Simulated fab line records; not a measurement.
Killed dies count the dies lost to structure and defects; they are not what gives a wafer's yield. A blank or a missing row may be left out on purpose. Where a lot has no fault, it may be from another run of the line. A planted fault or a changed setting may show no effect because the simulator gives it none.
Chamber matching || flow gf180mcu || GF_V4_CMP_26 on cmp-01: 4 sister chambers
The step polishes, stops on SiO2, t overpolish 15 s, target thk 0 nm. 7 wafers are shown with their chamber, then 7 later ones without.

== WAFERS, EACH WITH ITS CHAMBER ==
{"wafer": "L283.2", "chamber": 1, "motor-current-A (A)": 12.8, "slurry-flow-ml-min": 149.5}
{"wafer": "L283.4", "chamber": 2, "motor-current-A (A)": 9.6, "slurry-flow-ml-min": 150.1}
{"wafer": "L284.3", "chamber": 0, "motor-current-A (A)": 11.7, "slurry-flow-ml-min": 149.8}
{"wafer": "L284.4", "chamber": 2, "motor-current-A (A)": 9.3, "slurry-flow-ml-min": 150.6}
{"wafer": "L284.5", "chamber": 3, "motor-current-A (A)": 8.9, "slurry-flow-ml-min": 150.6}
{"wafer": "L285.1", "chamber": 3, "motor-current-A (A)": 8.9, "slurry-flow-ml-min": 151.1}
{"wafer": "L285.2", "chamber": 0, "motor-current-A (A)": 11.9, "slurry-flow-ml-min": 150.0}

== WAFERS WITH NO CHAMBER GIVEN ==
{"wafer": "L285.5", "motor-current-A (A)": 11.9, "slurry-flow-ml-min": 150.1}
{"wafer": "L287.3", "motor-current-A (A)": 11.7, "slurry-flow-ml-min": 149.6}
{"wafer": "L287.5", "motor-current-A (A)": 9.5, "slurry-flow-ml-min": 151.3}
{"wafer": "L287.6", "motor-current-A (A)": 12.0, "slurry-flow-ml-min": 149.8}
{"wafer": "L290.1", "motor-current-A (A)": 12.1, "slurry-flow-ml-min": 149.8}
{"wafer": "L290.3", "motor-current-A (A)": 9.0, "slurry-flow-ml-min": 150.4}
{"wafer": "L290.5", "motor-current-A (A)": 11.9, "slurry-flow-ml-min": 151.3}

== CHAMBER TAKEN BY EACH ==
{"wafer": "L285.5", "from the rows above": 0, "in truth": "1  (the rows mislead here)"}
{"wafer": "L287.3", "from the rows above": 0, "in truth": 0}
{"wafer": "L287.5", "from the rows above": "can't be placed: 2 or 3", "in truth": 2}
{"wafer": "L287.6", "from the rows above": 0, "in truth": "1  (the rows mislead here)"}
{"wafer": "L290.1", "from the rows above": 0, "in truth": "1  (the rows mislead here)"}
{"wafer": "L290.3", "from the rows above": "can't be placed: 3 or 2", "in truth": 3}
{"wafer": "L290.5", "from the rows above": 0, "in truth": 0}
Correctly placed: 2 of 7. These rows do not allow placing 2 (true chamber among the candidates in 2). Number placed wrongly: 3.
How it was worked out, from the rows above alone: a wafer's distance from a chamber is the root of the sum, over the readings, of the square of ((its reading less the chamber's mean) divided by the reading's scatter). If the next closest chamber is less than 2 further off than the closest, the wafer can't be placed; otherwise it belongs to the closest. A chamber's mean is the mean of its shown wafers. The scatter is the square root of a quotient: the sum, over the shown wafers, of each reading's squared deviation from its chamber's mean, divided by wafers minus chambers.
